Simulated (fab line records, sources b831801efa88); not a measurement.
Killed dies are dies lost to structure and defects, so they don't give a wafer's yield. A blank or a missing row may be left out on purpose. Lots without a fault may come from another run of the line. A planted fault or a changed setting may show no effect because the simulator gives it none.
Chamber matching | flow gf180mcu | GF_V2_CVD_02 on pecvd-01: 3 sister chambers
The step deposits SiO2 from TEOS, target thk 850 nm, time 94.851 s. 6 wafers are shown with their chamber, then 12 later ones without.

WAFERS WITH THEIR CHAMBER
wafer  | chamber | rf_fwd_power_W (W) | heater_power_w (W)
L086.4 | 2       | 594.8              | 627
L086.5 | 0       | 591.8              | 693
L087.2 | 2       | 598.0              | 565
L088.3 | 1       | 593.6              | 680
L088.5 | 1       | 594.3              | 549
L088.6 | 0       | 595.8              | 536

WAFERS WITHOUT THEIR CHAMBER
wafer  | rf_fwd_power_W (W) | heater_power_w (W)
L090.2 | 599.6              | 692
L090.4 | 596.8              | 658
L090.5 | 597.0              | 520
L091.3 | 595.9              | 603
L091.4 | 598.3              | 669
L091.5 | 597.2              | 544
L093.1 | 598.2              | 662
L093.2 | 595.5              | 606
L093.3 | 596.9              | 642
L095.2 | 595.9              | 664
L095.4 | 596.0              | 528
L095.6 | 596.9              | 613

WHICH CHAMBER EACH WENT THROUGH
wafer  | from the rows above          | in truth
L090.2 | can't be placed: 2 or 1 or 0 | 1
L090.4 | can't be placed: 2 or 1 or 0 | 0
L090.5 | can't be placed: 2 or 1 or 0 | 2
L091.3 | can't be placed: 2 or 1 or 0 | 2
L091.4 | can't be placed: 2 or 1 or 0 | 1
L091.5 | can't be placed: 2 or 1 or 0 | 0
L093.1 | can't be placed: 2 or 1 or 0 | 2
L093.2 | can't be placed: 2 or 1 or 0 | 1
L093.3 | can't be placed: 2 or 1 or 0 | 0
L095.2 | can't be placed: 2 or 1 or 0 | 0
L095.4 | can't be placed: 2 or 1 or 0 | 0
L095.6 | can't be placed: 2 or 1 or 0 | 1
Placed correctly: 0 of 12. Can't be placed from these rows: 12 (the true chamber is among the candidates in 12). Placed wrongly: 0.
How it was worked out, from the rows above alone: a wafer's distance from a chamber is the root of the sum, over the readings, of the square of ((its reading less the chamber's mean) divided by the reading's scatter). The wafer belongs to the nearest chamber; if the next one is less than 2 further off, it can't be placed. A chamber's mean is the mean of its shown wafers. The scatter: the root of (the sum of the squares of (reading less its chamber's mean) over the shown wafers, divided by (wafers less chambers)).
